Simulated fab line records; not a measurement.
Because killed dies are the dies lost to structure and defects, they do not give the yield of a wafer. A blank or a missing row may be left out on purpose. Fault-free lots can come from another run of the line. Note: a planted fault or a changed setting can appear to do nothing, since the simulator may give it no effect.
Matching of chambers :: flow gf180mcu :: pecvd-02 running GF_PASSIVATION_CVD_02: 3 sister chambers
The step deposits Si3N4, target thk 700 nm, time 486.18 s. 3 wafers are shown with their chamber, then 7 later ones without.

## EACH WAFER AND ITS CHAMBER
wafer: L750.4
chamber: 0
heater power w (W): 582

wafer: L754.1
chamber: 2
heater power w (W): 666

wafer: L754.3
chamber: 1
heater power w (W): 812

## WAFERS WHOSE CHAMBER IS MISSING
wafer: L754.6
heater power w (W): 588

wafer: L756.2
heater power w (W): 700

wafer: L756.4
heater power w (W): 583

wafer: L756.6
heater power w (W): 668

wafer: L762.1
heater power w (W): 607

wafer: L762.2
heater power w (W): 846

wafer: L762.6
heater power w (W): 739

## WHICH CHAMBER EACH ONE RAN IN
wafer: L754.6
from the rows above: 0
in truth: 0

wafer: L756.2
from the rows above: 2
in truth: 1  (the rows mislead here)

wafer: L756.4
from the rows above: 0
in truth: 0

wafer: L756.6
from the rows above: 2
in truth: 2

wafer: L762.1
from the rows above: can't be placed: 0 or 2
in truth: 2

wafer: L762.2
from the rows above: 1
in truth: 1

wafer: L762.6
from the rows above: can't be placed: 1 or 2
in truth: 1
4 of 7 placed correctly. Cannot be placed on the basis of these rows: 2; the candidates contain the true chamber in 2. Wrongly placed: 1.
How it was worked out, from the rows above alone: a wafer's distance from a chamber is the root of the sum, over the readings, of the square of ((its reading less the chamber's mean) divided by the reading's scatter). The wafer belongs to the nearest chamber; if the next one is less than 2 further off, it can't be placed. A chamber's mean is the mean of its shown wafers. The scatter (one wafer shown for each chamber): square how far every hidden wafer sits from the nearest shown wafer, average those squares and take the square root.
